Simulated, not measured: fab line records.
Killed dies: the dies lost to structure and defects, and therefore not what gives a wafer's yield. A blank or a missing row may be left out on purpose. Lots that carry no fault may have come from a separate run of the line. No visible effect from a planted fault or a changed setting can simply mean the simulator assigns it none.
A struck lot beside a sound one | flow sky130 | 42 out of 708 route steps
Sound: these wafers, L282.2, L282.3, L282.4. Wafers struck: L299.1, L299.3, L299.5. The cause is given at the end.
Each step with rows lists, per side, the tool, then ch with its chambers, then its first start. Under that, the readings that differ: sound wafers | struck wafers | difference of the means | sigmas: that difference in standard deviations of wafers without a fault.
alike: a reading whose means differ by less than 2 such deviations, as well as words and numbers matching on both sides. not compared: withheld readings; readings where some wafer has no value; bounds like >300 that might hide an equal value; numbers whose values overlap and for which the record gives no deviation.
Wherever a step has rows on one side only, a row that says differs or no value, or a row with sigmas, the two part there. When numbers do not overlap yet have no deviation, they are printed without sigmas and do not part them. A reading missing from all wafers of one side parts the sides only when that side holds two or more wafers.

SKY_PWDE_STRIP_09: strips in O2/N2.
  sound on plasma asher-04 ch 0,1, day 3 19:26; struck on plasma asher-04 ch 0,1, day 7 21:11
  alike: drypump motor current A, oes product au, strip time to endpoint s
  not compared: rf hours counter h
SKY_PWDE_TW_MEAS_10:
  struck on film metro-01, day 7 21:17; sound on film metro-02, day 3 19:32
  alike: PWDE_TW
then, 7 steps without rows for these wafers: SKY_NWELL_DEHYDRATE_03 (time 60 s); SKY_NWELL_HMDS_04 (prime time 60 s); SKY_NWELL_COAT_05 (resist thk 3000 nm); SKY_NWELL_SOFTBAKE_06; SKY_NWELL_EXPOSE_07 (exposes mask NWM, target cd 840 nm); SKY_NWELL_PEB_08; SKY_NWELL_DEVELOP_09 (develop time 60 s).
SKY_NWELL_OVL_MEAS_10:
  struck on overlay-01, day 8 17:50; sound on overlay-01, day 4 11:56
  alike: NWELL_00_OVL
then, 2 steps without rows for these wafers: SKY_NWELL_IMPLANT_11; SKY_NWELL_IMPLANT_12.
SKY_NWELL_IMPLANT_13:
  sound on implanter-04 ch 0, day 4 12:17; struck on implanter-03 ch 0, day 8 18:10
  alike: dose ions cm2, faraday current uA
SKY_NWELL_STRIP_14: strips in O2/N2.
  sound on plasma asher-03 ch 0,1, day 4 12:25; struck on plasma asher-03 ch 1, day 8 18:19
  alike: drypump motor current A, oes product au, strip time to endpoint s
  not compared: rf hours counter h
SKY_NWELL_TW_MEAS_15:
  struck on film metro-03, day 8 18:25; sound on film metro-03, day 4 12:31
  alike: NWELL_TW
then, 7 steps without rows for these wafers: SKY_NWELL_DEHYDRATE_16 (time 60 s); SKY_NWELL_HMDS_17 (prime time 60 s); SKY_NWELL_COAT_18 (resist thk 3000 nm); SKY_NWELL_SOFTBAKE_19; SKY_NWELL_EXPOSE_20 (exposes mask NWM COMPLEMENT, target cd 840 nm); SKY_NWELL_PEB_21; SKY_NWELL_DEVELOP_22 (develop time 60 s).
SKY_NWELL_OVL_MEAS_23:
  struck on overlay-02, day 9 16:08; sound on overlay-02, day 5 06:27
  alike: NWELL_01_OVL
next, for these wafers, 1 step has no rows: SKY_NWELL_IMPLANT_24.
SKY_NWELL_STRIP_25: strips in O2/N2.
  sound on plasma asher-02 ch 0,1, day 5 06:38; struck on plasma asher-02 ch 0,1, day 9 16:20
  alike: drypump motor current A, oes product au, strip time to endpoint s
  not compared: rf hours counter h
SKY_NWELL_TW_MEAS_26:
  struck on film metro-02, day 9 16:26; sound on film metro-01, day 5 06:44
  alike: NWELL_2_TW
then, 1 step without rows for these wafers: SKY_NWELL_CLEAN_27 (cleans in SC1/SC2, time 150 s).
SKY_NWELL_RTA_28: time 30 s.
  sound on rtp anneal-02 ch 0, day 5 06:51; struck on rtp anneal-02 ch 0, day 9 16:32
  alike: lamp power pct, wafer_temp_C_max
SKY_NWELL_RS_MEAS_29: uses a four-point probe to measure.
  struck on film metro-02, day 9 16:38; sound on film metro-02, day 5 06:58
  alike: NWELL_RS
SKY_NWELL_RS_MEAS_31: uses a four-point probe to measure.
  struck on film metro-02, day 9 16:53; sound on film metro-02, day 5 07:12
  alike: PWDE_RS
then, 7 steps without rows for these wafers: SKY_VT_ADJUST_HVTP_DEHYDRATE_00 (time 60 s); SKY_VT_ADJUST_HVTP_HMDS_01 (prime time 60 s); SKY_VT_ADJUST_HVTP_COAT_02 (resist thk 1140 nm); SKY_VT_ADJUST_HVTP_SOFTBAKE_03 (time 60 s); SKY_VT_ADJUST_HVTP_EXPOSE_04 (exposes mask HVTPM, target cd 380 nm); SKY_VT_ADJUST_HVTP_PEB_05; SKY_VT_ADJUST_HVTP_DEVELOP_06 (develop time 60 s).
SKY_VT_ADJUST_HVTP_CD_MEAS_07: target cd 380 nm.
  struck on cd sem-02, day 10 14:23; sound on cd sem-02, day 6 00:08
  alike: cd nm
SKY_VT_ADJUST_HVTP_OVL_MEAS_08:
  struck on overlay-02, day 10 14:31; sound on overlay-02, day 6 00:14
  alike: VT_ADJUST_HVTP_OVL
next, for these wafers, 1 step has no rows: SKY_VT_ADJUST_HVTP_IMPLANT_09.
SKY_VT_ADJUST_HVTP_STRIP_10: strips in O2/N2.
  sound on plasma asher-01 ch 0,1, day 6 00:25; struck on plasma asher-01 ch 0,1, day 10 14:42
  alike: drypump motor current A, oes product au, strip time to endpoint s
  not compared: rf hours counter h
-- here the record skips 39 days between the struck wafers' starts before and after, leaving off in module VT_ADJUST_HVTP and picking up in module PAD_OPEN (first step shown: number 708 of the route) --
SKY_PAD_OPEN_PROBE_99:
  struck on prober-01, day 49 14:19; sound on prober-01, day 45 13:52
  alike: killed_at_M0_to_M3, killed_at_M4_up, killed at contacts, killed at front end, killed at other, killed dies, killed open, killed short
  not compared: model.etest.pfet g5v0d10v5.vt v range

== WHERE THEY PART ==
Nowhere in this record.

WHY: the cause the simulator had injected
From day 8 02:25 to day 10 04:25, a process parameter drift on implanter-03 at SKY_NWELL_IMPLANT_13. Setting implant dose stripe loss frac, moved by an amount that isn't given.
